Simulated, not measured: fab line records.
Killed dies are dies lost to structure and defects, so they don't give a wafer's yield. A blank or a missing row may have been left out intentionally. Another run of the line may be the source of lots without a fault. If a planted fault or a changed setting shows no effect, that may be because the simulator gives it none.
fab line records ; flow gf180mcu ; part 2 of 2: steps 24 to 34 of 34
record: lots: 5; wafers: 15; lastDay: 33
route steps=602 shown V1@356 M2@362 V2@382
lots that met no fault: taken from a fault-free run of the same line
startH: hours from the record's first day to the start of the lot's first wafer shown ; waitH: hours from the lot's prior step to this one ; " identical to the entry in the row above ; L1.1+2: several wafers, shown together as one row ; - value missing, or start not given ; * or withheld: withheld ; < > ~ a bound
route shown NAME@n: a module of which the file shows steps, and the number in the route of the first ; usual: average and standard deviation across the fault-free wafers ; same: alike in all rows ; chamber/n: place in a boat ; sites: each site's reading ; _std_site: standard deviation across them ; _edge_site: the outer-site mean with the inner-site mean subtracted ; radiusMm: how far each site lies from the wafer's centre ; mask NAME#n: copy n ; behind: the last tool/chamber to shape the wafer ; hold: the reason the lot was held/the length of the hold in hours/how it ended ; device: transistor that didn't switch, given as n, p or np ; end of line: the tests these same wafers got at the end of their route ; a step without rows: its recipe alone ; killed: dies that structure and defects cost at the first sort, which is not the same as the wafer's yield ; map: a wafer's dies, marking killed ones x, the rest . and places with no die _
set.NAME: the setting as run; set.NAME@STEP: as run at that earlier step ; model.NAME: the simulator's own value behind a step, which no gauge read
certain route steps with their lots: each step a table, each wafer a row
services: the hour from which a tool's chamber was out of use, counted from the record's first day as startH (under 0 if before that day), plus the number of hours and why
== steps ==
step: GF_M2_STRIP_17
recipe: chemistry: O2/N2; powerW: 1400; pressureMtorr: 1500; platenTempC: 250; o2FlowSccm: 3000; n2FlowSccm: 300; overashFraction: 0.5
usual: drypumpMotorCurrentA: 5.9/0.42; heaterPowerW: 343/41; n2FlowSccm: 300.1/0.92; oesProductAu: 0.559/0.0052; stripTimeToEndpointS: 7.90/0.055
same: overashFraction: 0.5
lot.wafer;tool;chamber;startH;waitH;drypumpMotorCurrentA;heaterPowerW;n2FlowSccm;oesProductAu;rfHoursCounterH;stripTimeToEndpointS
L076.1;plasmaAsher-02;1;455.57;0.1;6.3;416;300.7;0.559;33;7.84
L076.3;plasmaAsher-02;1;455.57;0.1;6.3;423;300.6;0.560;-;7.92
L076.4;plasmaAsher-02;0;455.57;0.1;5.8;358;298.7;0.558;-;7.80
L082.1;plasmaAsher-01;1;514.47;0.2;5.8;347;299.8;0.553;10;7.81
L082.2;plasmaAsher-01;0;514.47;0.2;5.6;338;299.3;0.547;10;7.77
L082.6;plasmaAsher-01;0;514.47;0.2;5.6;339;300.9;0.548;-;7.77
L090.1;plasmaAsher-03;0;574.77;0.1;6.4;321;298.9;0.562;80;7.84
L090.3;plasmaAsher-03;0;574.77;0.1;6.4;318;300.9;0.558;-;7.86
L090.6;plasmaAsher-03;0;574.77;0.1;6.4;325;300.3;0.561;-;7.95
L091.2;plasmaAsher-03;0;584.38;0.1;6.4;320;299.5;0.563;81;7.99
L091.4;plasmaAsher-03;1;584.38;0.1;5.2;282;301.8;0.554;-;7.95
L091.6;plasmaAsher-03;1;584.38;0.1;5.2;281;302.2;0.569;-;7.98
L094.4;plasmaAsher-02;1;605.25;0.1;6.3;416;300.5;0.564;-;7.93
L094.5;plasmaAsher-02;0;605.25;0.1;5.8;356;299.3;0.564;-;7.92
L094.6;plasmaAsher-02;1;605.25;0.1;6.3;416;301.4;0.559;-;7.93
step: GF_M2_STRIP_18
recipe: chemistry: postEtchResidueRemover; timeS: 1200; tempC: 72.5
lot.wafer;tool;chamber;startH;waitH
L076.1+3+4;wetBench-02;2;455.67;0.1
L082.1+2+6;wetBench-02;3;514.57;0.1
L090.1+3+6;wetBench-03;3;574.87;0.1
L091.2+4+6;wetBench-04;2;584.48;0.1
L094.4+5+6;wetBench-03;1;605.32;0.0
step: GF_M2_CLEAN_19
recipe: chemistry: DIW; dry: n2Spin
lot.wafer;tool;chamber;startH;waitH
L076.1+3+4;wetBench-04;3;456.35;0.0
L082.1+2+6;wetBench-03;1;514.91;0.0
L090.1+3+6;wetBench-02;3;575.21;0.0
L091.2+4+6;wetBench-02;2;584.85;0.0
L094.4+5+6;wetBench-04;3;605.66;0.0
step: GF_V2_CVD_00
recipe: material: SiO2; targetThkNm: 600; sigmaOpenFrac: 0.3; tempC: 400; timeS: 100; sih4FlowSccm: 60; pressureMtorr: 6
lot.wafer;tool;chamber;startH;waitH
L076.1+3+4;hdpcvd-02;0,2,2;456.53;0.0
L082.1+2+6;hdpcvd-02;1,2,0;515.00;0.0
L090.1+3+6;hdpcvd-02;1,0,1;575.30;0.0
L091.2+4+6;hdpcvd-01;0,2,0;584.95;0.0
L094.4+5+6;hdpcvd-02;1,0,2;605.78;0.0
step: GF_V2_THK_MEAS_01
recipe: reads: SiO2_of_V2_CVD_00
usual: V2_CVD_00_THK: 602/7.2
lot.wafer;tool;chamber;startH;waitH;V2_CVD_00_THK[nm]
L076.1;filmMetro-03;-;456.61;0.0;600
L076.3;filmMetro-03;-;456.61;0.0;599
L076.4;filmMetro-03;-;456.61;0.0;599
L082.1;filmMetro-01;-;515.07;0.0;603
L082.2;filmMetro-01;-;515.07;0.0;597
L082.6;filmMetro-01;-;515.07;0.0;595
L090.1;filmMetro-04;-;575.38;0.0;603
L090.3;filmMetro-04;-;575.38;0.0;609
L090.6;filmMetro-04;-;575.38;0.0;594
L091.2;filmMetro-01;-;585.03;0.0;596
L091.4;filmMetro-01;-;585.03;0.0;606
L091.6;filmMetro-01;-;585.03;0.0;597
L094.4;filmMetro-04;-;605.85;0.0;605
L094.5;filmMetro-04;-;605.85;0.0;613
L094.6;filmMetro-04;-;605.85;0.0;602
step: GF_V2_CVD_02
recipe: material: SiO2; targetThkNm: 850; precursor: TEOS; tempC: 400; timeS: 94.851; rfW: 600
usual: heaterPowerW: 686/96
lot.wafer;tool;chamber;startH;waitH;heaterPowerW
L076.1;pecvd-04;0;456.67;0.1;622
L076.3;pecvd-04;2;456.67;0.1;864
L076.4;pecvd-04;2;456.67;0.1;908
L082.1;pecvd-04;1;515.13;0.1;689
L082.2;pecvd-04;0;515.13;0.1;741
L082.6;pecvd-04;1;515.13;0.1;535
L090.1;pecvd-02;0;575.44;0.1;628
L090.3;pecvd-02;2;575.44;0.1;627
L090.6;pecvd-02;1;575.44;0.1;538
L091.2;pecvd-04;0;585.08;0.0;696
L091.4;pecvd-04;1;585.08;0.0;636
L091.6;pecvd-04;0;585.08;0.0;727
L094.4;pecvd-03;1;605.92;0.1;715
L094.5;pecvd-03;0;605.92;0.1;658
L094.6;pecvd-03;2;605.92;0.1;707
step: GF_V2_THK_MEAS_03
recipe: reads: SiO2_of_V2_CVD_02
usual: V2_CVD_02_THK: 845/11
lot.wafer;tool;chamber;startH;waitH;V2_CVD_02_THK[nm]
L076.1;filmMetro-03;-;456.74;0.0;845
L076.3;filmMetro-03;-;456.74;0.0;837
L076.4;filmMetro-03;-;456.74;0.0;848
L082.1;filmMetro-04;-;515.20;0.0;831
L082.2;filmMetro-04;-;515.20;0.0;826
L082.6;filmMetro-04;-;515.20;0.0;848
L090.1;filmMetro-03;-;575.51;0.0;835
L090.3;filmMetro-03;-;575.51;0.0;843
L090.6;filmMetro-03;-;575.51;0.0;839
L091.2;filmMetro-04;-;585.16;0.0;827
L091.4;filmMetro-04;-;585.16;0.0;842
L091.6;filmMetro-04;-;585.16;0.0;838
L094.4;filmMetro-01;-;605.98;0.0;856
L094.5;filmMetro-01;-;605.98;0.0;872
L094.6;filmMetro-01;-;605.98;0.0;857
step: GF_V2_CMP_04
recipe: material: SiO2; downForcePsi: 4; platenRpm: 60; padVelocityMS: 0.94248
usual: motorCurrentA: 12.2/1.2; timeToEndpointS: 78/5.6
lot.wafer;tool;chamber;startH;waitH;motorCurrentA;timeToEndpointS
L076.3;cmp-01;2;456.80;0.0;11.1;66
L076.1;cmp-01;3;456.80;0.0;11.6;77
L076.4;cmp-01;1;456.80;0.0;12.0;70
L082.2;cmp-01;1;515.31;0.1;11.9;67
L082.1;cmp-01;2;515.31;0.1;11.1;62
L082.6;cmp-01;0;515.31;0.1;11.9;79
L090.3;cmp-01;3;575.57;0.0;11.3;78
L090.1;cmp-01;0;575.57;0.0;12.0;75
L090.6;cmp-01;0;575.57;0.0;12.2;77
L091.4;cmp-01;0;585.31;0.1;12.2;79
L091.2;cmp-01;1;585.31;0.1;12.1;70
L091.6;cmp-01;3;585.31;0.1;11.3;77
L094.4;cmp-01;0;606.11;0.1;11.9;82
L094.6;cmp-01;2;606.11;0.1;11.1;75
L094.5;cmp-01;3;606.11;0.1;11.3;90
step: GF_V2_BOW_MEAS_05
recipe: mode: bow
usual: V2_BOW: 101/7.9
lot.wafer;tool;chamber;startH;waitH;V2_BOW[um]
L076.1;filmMetro-03;-;457.10;0.2;102
L076.3;filmMetro-03;-;457.10;0.2;102
L076.4;filmMetro-03;-;457.10;0.2;100
L082.1;filmMetro-03;-;515.56;0.1;87
L082.2;filmMetro-03;-;515.56;0.1;91
L082.6;filmMetro-03;-;515.56;0.1;101
L090.1;filmMetro-03;-;575.87;0.2;102
L090.3;filmMetro-03;-;575.87;0.2;113
L090.6;filmMetro-03;-;575.87;0.2;103
L091.2;filmMetro-01;-;585.53;0.1;93
L091.4;filmMetro-01;-;585.53;0.1;96
L091.6;filmMetro-01;-;585.53;0.1;108
L094.4;filmMetro-01;-;606.37;0.2;89
L094.5;filmMetro-01;-;606.37;0.2;91
L094.6;filmMetro-01;-;606.37;0.2;86
step: GF_V2_DEHYDRATE_06
recipe: tempC: 200; timeS: 60
usual: exhaustPa: 44.9/0.85
lot.wafer;tool;chamber;startH;waitH;exhaustPa
L076.1;lithoTrack-02;0;468.16;11.0;44.4
L076.3;lithoTrack-02;0;468.16;11.0;44.9
L076.4;lithoTrack-02;0;468.16;11.0;45.6
L082.1;lithoTrack-04;0;526.69;11.1;45.7
L082.2;lithoTrack-04;0;526.69;11.1;45.6
L082.6;lithoTrack-04;0;526.69;11.1;44.7
L090.1;lithoTrack-04;0;585.99;10.1;44.8
L090.3;lithoTrack-04;0;585.99;10.1;45.7
L090.6;lithoTrack-04;0;585.99;10.1;45.4
L091.2;lithoTrack-03;0;595.62;10.1;45.6
L091.4;lithoTrack-03;0;595.62;10.1;45.2
L091.6;lithoTrack-03;0;595.62;10.1;44.5
L094.4;lithoTrack-03;0;615.97;9.6;43.6
L094.5;lithoTrack-03;0;615.97;9.6;45.8
L094.6;lithoTrack-03;0;615.97;9.6;44.5
step: GF_V2_HMDS_07
recipe: primeTimeS: 60; primeTempC: 120
usual: exhaustPa: 45.0/0.91
lot.wafer;tool;chamber;startH;waitH;exhaustPa
L076.1;lithoTrack-02;0;468.31;0.1;44.7
L076.3;lithoTrack-02;0;468.31;0.1;44.3
L076.4;lithoTrack-02;0;468.31;0.1;47.0
L082.1;lithoTrack-04;0;526.84;0.1;44.3
L082.2;lithoTrack-04;0;526.84;0.1;45.6
L082.6;lithoTrack-04;0;526.84;0.1;46.6
L090.1;lithoTrack-04;0;586.14;0.1;45.5
L090.3;lithoTrack-04;0;586.14;0.1;45.2
L090.6;lithoTrack-04;0;586.14;0.1;45.4
L091.2;lithoTrack-03;0;595.77;0.1;45.7
L091.4;lithoTrack-03;0;595.77;0.1;45.3
L091.6;lithoTrack-03;0;595.77;0.1;45.9
L094.4;lithoTrack-03;0;616.12;0.1;45.2
L094.5;lithoTrack-03;0;616.12;0.1;43.5
L094.6;lithoTrack-03;0;616.12;0.1;44.8
== services ==
tool;chamber;startH;hours;kind
cmp-01;-;410.53;4.0;pm
hdpcvd-02;1;414.18;6.6;repair
cmp-01;-;418.77;0.4;repair
krfScanner-02;-;435.08;0.8;pm
rieMetal-04;0;435.17;18.8;repair
cvdW-01;-;442.12;6.9;pm
krfScanner-02;-;449.52;1.0;pm
krfScanner-02;-;465.41;0.6;repair
pvdSputter-03;-;474.38;5.7;repair
cmp-01;-;478.38;0.2;repair
cmp-01;-;481.09;0.7;repair
krfScanner-02;-;484.63;4.4;pm
hdpcvd-02;-;487.34;1.0;repair
pecvd-04;1;487.94;17.4;repair
pvdSputter-01;-;494.22;2.5;repair
pecvd-04;-;499.78;0.8;repair
wetBench-04;-;515.41;2.0;repair
cmp-02;-;527.63;0.4;repair
hdpcvd-02;-;539.25;15.0;pm
krfScanner-02;-;541.63;1.3;pm
cmp-01;-;546.60;1.9;repair
pvdSputter-02;-;546.71;1.0;repair
pvdSputter-04;-;548.40;0.5;repair
pvdSputter-02;-;595.48;3.9;repair
